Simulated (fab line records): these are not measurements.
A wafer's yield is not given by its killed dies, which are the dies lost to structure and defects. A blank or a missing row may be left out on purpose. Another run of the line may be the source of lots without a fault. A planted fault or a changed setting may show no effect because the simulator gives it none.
Which tool was responsible? + flow gf180mcu + 11 lots with 33 wafers sampled at 6 steps, on a route of 602 steps

## WHAT THE GAUGES SHOWED, per wafer
GF_M4_CD_MEAS_14 targets a cd of 280 nm. Usual: cdNm 279.8 nm, standard deviation 1.1.
| lot  | measured     | on       | cdNm (nm)         | flag |
|------|--------------|----------|-------------------|------|
| L231 | day 23 17:40 | cdSem-01 | 281.4 280.5 281.0 |      |
| L236 | day 25 16:59 | cdSem-02 | 280.4 280.0 278.5 |      |
| L234 | day 25 18:04 | cdSem-01 | 279.5 279.8 279.3 |      |
| L237 | day 26 04:04 | cdSem-02 | 278.2 278.4 278.1 |      |
| L243 | day 28 09:58 | cdSem-01 | 280.6 281.6 280.8 |      |
| L246 | day 29 06:58 | cdSem-02 | 280.1 279.8 279.4 |      |
| L247 | day 29 10:03 | cdSem-02 | 279.4 280.3 280.1 |      |
| L248 | day 30 00:02 | cdSem-01 | 279.1 280.0 279.2 |      |
| L249 | day 30 01:15 | cdSem-01 | 277.9 277.4 277.4 |      |
| L250 | day 30 07:43 | cdSem-01 | 277.7 277.7 277.9 |      |
| L252 | day 30 20:43 | cdSem-01 | 281.4 282.0 281.0 |      |

GF_V4_THK_MEAS_01. Usual: V4_CVD_00_THK gives 597 nm (standard deviation 5.9).
| lot  | measured     | on           | V4_CVD_00_THK (nm) | flag |
|------|--------------|--------------|--------------------|------|
| L231 | day 23 18:32 | filmMetro-01 | 595 593 600        |      |
| L236 | day 25 17:52 | filmMetro-02 | 599 598 598        |      |
| L234 | day 25 18:55 | filmMetro-01 | 604 604 605        |      |
| L237 | day 26 04:57 | filmMetro-02 | 595 599 601        |      |
| L243 | day 28 10:59 | filmMetro-03 | 595 594 588        |      |
| L246 | day 29 07:50 | filmMetro-03 | 587 585 591        |      |
| L247 | day 29 10:58 | filmMetro-01 | 592 600 593        |      |
| L248 | day 30 00:54 | filmMetro-01 | 598 601 593        |      |
| L249 | day 30 02:06 | filmMetro-03 | 604 602 599        |      |
| L250 | day 30 08:35 | filmMetro-03 | 592 591 598        |      |
| L252 | day 30 21:44 | filmMetro-01 | 598 593 592        |      |

GF_V4_THK_MEAS_03. Usual: V4_CVD_02_THK gives 849 nm (standard deviation 12).
| lot  | measured     | on           | V4_CVD_02_THK (nm) | flag |
|------|--------------|--------------|--------------------|------|
| L231 | day 23 18:40 | filmMetro-03 | 848 840 850        |      |
| L236 | day 25 17:59 | filmMetro-01 | 841 832 866        |      |
| L234 | day 25 19:02 | filmMetro-01 | 865 869 864        |      |
| L237 | day 26 05:05 | filmMetro-03 | 820 851 845        |      |
| L243 | day 28 11:07 | filmMetro-02 | 837 840 862        |      |
| L246 | day 29 07:58 | filmMetro-01 | 821 831 844        |      |
| L247 | day 29 11:05 | filmMetro-01 | 843 847 844        |      |
| L248 | day 30 01:02 | filmMetro-02 | 855 855 874        |      |
| L249 | day 30 02:14 | filmMetro-02 | 863 880 874        |      |
| L250 | day 30 08:43 | filmMetro-02 | 843 843 853        |      |
| L252 | day 30 21:52 | filmMetro-01 | 839 855 855        |      |

GF_V4_RS_MEAS_24: measurement is done with a four-point probe. Usual: V4_W_RS gives 0.324 ohm/sq (standard deviation 0.0031).
| lot  | measured     | on           | V4_W_RS (ohm/sq)  | flag |
|------|--------------|--------------|-------------------|------|
| L231 | day 24 18:22 | filmMetro-01 | 0.329 0.328 0.325 |      |
| L236 | day 26 17:01 | filmMetro-03 | 0.370 0.367 0.367 | OFF  |
| L234 | day 26 17:56 | filmMetro-02 | 0.371 0.366 0.368 | OFF  |
| L237 | day 27 03:31 | filmMetro-02 | 0.366 0.370 0.368 | OFF  |
| L243 | day 29 07:28 | filmMetro-02 | 0.325 0.320 0.322 |      |
| L246 | day 30 04:11 | filmMetro-01 | 0.330 0.329 0.333 |      |
| L247 | day 30 07:10 | filmMetro-03 | 0.328 0.322 0.331 |      |
| L248 | day 30 20:40 | filmMetro-01 | 0.328 0.328 0.322 |      |
| L249 | day 30 21:51 | filmMetro-02 | 0.327 0.326 0.327 |      |
| L250 | day 31 04:42 | filmMetro-01 | 0.325 0.323 0.327 |      |
| L252 | day 31 16:49 | filmMetro-03 | 0.324 0.328 0.329 |      |

GF_V4_THK_MEAS_25: measures by xrf. Usual: V4_W_THK gives 368 nm (standard deviation 4.3).
| lot  | measured     | on           | V4_W_THK (nm) | flag |
|------|--------------|--------------|---------------|------|
| L231 | day 24 18:29 | filmMetro-01 | 361 364 367   |      |
| L236 | day 26 17:08 | filmMetro-03 | 320 324 326   | OFF  |
| L234 | day 26 18:02 | filmMetro-02 | 318 323 321   | OFF  |
| L237 | day 27 03:38 | filmMetro-02 | 328 325 327   | OFF  |
| L243 | day 29 07:35 | filmMetro-02 | 366 373 371   |      |
| L246 | day 30 04:18 | filmMetro-01 | 360 363 356   |      |
| L247 | day 30 07:16 | filmMetro-03 | 367 371 363   |      |
| L248 | day 30 20:47 | filmMetro-01 | 364 363 370   |      |
| L249 | day 30 21:57 | filmMetro-02 | 368 367 368   |      |
| L250 | day 31 04:49 | filmMetro-01 | 366 369 365   |      |
| L252 | day 31 16:56 | filmMetro-03 | 369 365 363   |      |

## TOOL THAT RAN EACH LOT (tool first, then ch and the chambers of the sampled wafers, then the start)
| lot  | GF_V4_CVD_23                 |
|------|------------------------------|
| L231 | cvdW-01 ch 0,1, day 24 18:16 |
| L236 | cvdW-02 ch 0,1, day 26 16:50 |
| L234 | cvdW-02 ch 0,1, day 26 17:48 |
| L237 | cvdW-02 ch 0,1, day 27 03:24 |
| L243 | cvdW-02 ch 0, day 29 07:21   |
| L246 | cvdW-01 ch 0,1, day 30 04:04 |
| L247 | cvdW-02 ch 0,1, day 30 07:02 |
| L248 | cvdW-01 ch 0,1, day 30 20:32 |
| L249 | cvdW-02 ch 0,1, day 30 21:44 |
| L250 | cvdW-01 ch 0,1, day 31 04:35 |
| L252 | cvdW-02 ch 0,1, day 31 16:43 |
- GF_V4_CVD_23: deposits W, target thk 350 nm, time 104.9 s.

## WHAT THE TOOLS THEMSELVES READ (means of the sampled wafers that have a number; where no wafer has one, the mark that the record gives instead)
GF_V4_CVD_23. Usual: chamberPressureTorr 40.00 Torr, standard deviation 0.085; heaterPowerW 759 W, standard deviation 55.
| lot  | tool    | chamberPressureTorr (Torr) | heaterPowerW (W) | flag |
|------|---------|----------------------------|------------------|------|
| L231 | cvdW-01 | 40.01                      | 769              |      |
| L236 | cvdW-02 | 30.86                      | 711              | OFF  |
| L234 | cvdW-02 | 30.80                      | 700              | OFF  |
| L237 | cvdW-02 | 30.81                      | 733              | OFF  |
| L243 | cvdW-02 | 40.05                      | 699              |      |
| L246 | cvdW-01 | 39.96                      | 828              |      |
| L247 | cvdW-02 | 40.00                      | 731              |      |
| L248 | cvdW-01 | 40.07                      | 824              |      |
| L249 | cvdW-02 | 40.00                      | 712              |      |
| L250 | cvdW-01 | 40.00                      | 790              |      |
| L252 | cvdW-02 | 39.98                      | 720              |      |

## THE ANSWER, worked out from the rows above alone
Rule: take the mean of a lot's wafers that have a number; if it is more than 3 standard deviations from the usual mean, the lot is off. A lot without any number at a reading at which 4 lots or more have one is off too. Where the step has rows for the other lots, those lots are counted as sound. Order of review: gauges by route order, followed by the tools' own readings, for which a lot's mean as printed above is used. At the first step where some lot is off, the reading lying furthest off is the one used; lots without a number count as furthest.
Off: at GF_V4_RS_MEAS_24 (V4_W_RS), L236, L234, L237.
A tool fits if, at a process step before that reading, it ran every lot that is off, and no sound lot after the first of them. The gauges at GF_V4_RS_MEAS_24 aren't tried: what is off there is off at GF_V4_CVD_23 too, on other tools, and a gauge's error can't cause that. Not one of the candidates tried fits.

## WHAT HAD BEEN PUT IN BY THE SIMULATOR
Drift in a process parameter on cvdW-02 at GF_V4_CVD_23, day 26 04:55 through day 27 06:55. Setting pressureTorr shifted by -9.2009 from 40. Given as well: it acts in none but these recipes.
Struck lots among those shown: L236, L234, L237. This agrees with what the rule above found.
